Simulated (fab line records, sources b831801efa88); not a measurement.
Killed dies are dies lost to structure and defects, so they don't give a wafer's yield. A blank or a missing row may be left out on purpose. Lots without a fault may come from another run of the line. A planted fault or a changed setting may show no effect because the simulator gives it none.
Chamber matching | flow gf180mcu | GF_POLY_GATE_ETCH_13 on rie_si-02: 4 sister chambers
The step etches poly-Si in HBr/Cl2, stops on SiO2, target depth 198.5 nm, time 69.6 s. 18 wafers are shown with their chamber, then 9 later ones without.

WAFERS WITH THEIR CHAMBER
wafer  | chamber | drypump_motor_current_A (A) | oes_product_au (a.u.) | throttle_valve_pct (%)
L112.2 | 1       | 6.2                         | 0.982                 | 33.695
L112.4 | 0       | 5.5                         | 0.987                 | 33.675
L112.6 | 3       | 5.3                         | 0.988                 | 33.678
L114.1 | 0       | 5.4                         | 0.992                 | 33.693
L114.4 | 1       | 6.2                         | 0.984                 | 33.689
L114.6 | 1       | 6.2                         | 0.991                 | 33.695
L115.1 | 1       | 6.2                         | 0.988                 | 33.685
L115.2 | 3       | 5.3                         | 0.989                 | 33.687
L115.6 | 3       | 5.3                         | 0.992                 | 33.687
L126.3 | 3       | 5.3                         | 1.001                 | 33.688
L126.5 | 1       | 6.2                         | 0.997                 | 33.698
L126.6 | 2       | 5.7                         | 0.991                 | 33.687
L127.2 | 1       | 6.2                         | 0.987                 | 33.677
L127.3 | 2       | 5.7                         | 0.981                 | 33.685
L127.5 | 0       | 5.4                         | 0.990                 | 33.688
L131.2 | 0       | 5.5                         | 0.995                 | 33.695
L131.4 | 2       | 5.7                         | 0.981                 | 33.690
L131.6 | 2       | 5.7                         | 0.988                 | 33.678

SIGNATURES (means of the wafers above)
reading                 | chamber 0 | chamber 1 | chamber 2 | chamber 3 | scatter within a chamber
drypump_motor_current_A | 5.450     | 6.200     | 5.700     | 5.300     | 0.0267
oes_product_au          | 0.99100   | 0.98817   | 0.98525   | 0.99250   | 0.00506
throttle_valve_pct      | 33.68775  | 33.68983  | 33.68500  | 33.68500  | 0.00705
Rule: a wafer's distance from a chamber is the root of the sum, over the readings, of the square of ((its reading less the chamber's mean) divided by the reading's scatter). The wafer belongs to the nearest chamber; if the next one is less than 2 further off, it can't be placed. The scatter: the root of (the sum of the squares of (reading less its chamber's mean) over the shown wafers, divided by (wafers less chambers)).

WAFERS WITHOUT THEIR CHAMBER
wafer  | drypump_motor_current_A (A) | oes_product_au (a.u.) | throttle_valve_pct (%)
L132.2 | 5.3                         | 0.992                 | 33.695
L132.3 | 5.4                         | 0.990                 | 33.687
L132.4 | 5.7                         | 0.998                 | 33.679
L133.2 | 5.4                         | 0.991                 | 33.682
L133.3 | 5.3                         | 1.002                 | 33.697
L133.6 | 5.7                         | 0.985                 | 33.682
L134.4 | 6.2                         | 1.002                 | 33.697
L134.5 | 5.7                         | 1.000                 | 33.697
L134.6 | 6.2                         | 0.995                 | 33.691

WHICH CHAMBER EACH WENT THROUGH
wafer  | from the rows above     | in truth
L132.2 | 3                       | 3
L132.3 | can't be placed: 0 or 3 | 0
L132.4 | 2                       | 2
L133.2 | can't be placed: 0 or 3 | 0
L133.3 | 3                       | 3
L133.6 | 2                       | 2
L134.4 | 1                       | 1
L134.5 | 2                       | 2
L134.6 | 1                       | 1
Placed correctly: 7 of 9. Can't be placed from these rows: 2 (the true chamber is among the candidates in 2). Placed wrongly: 0.
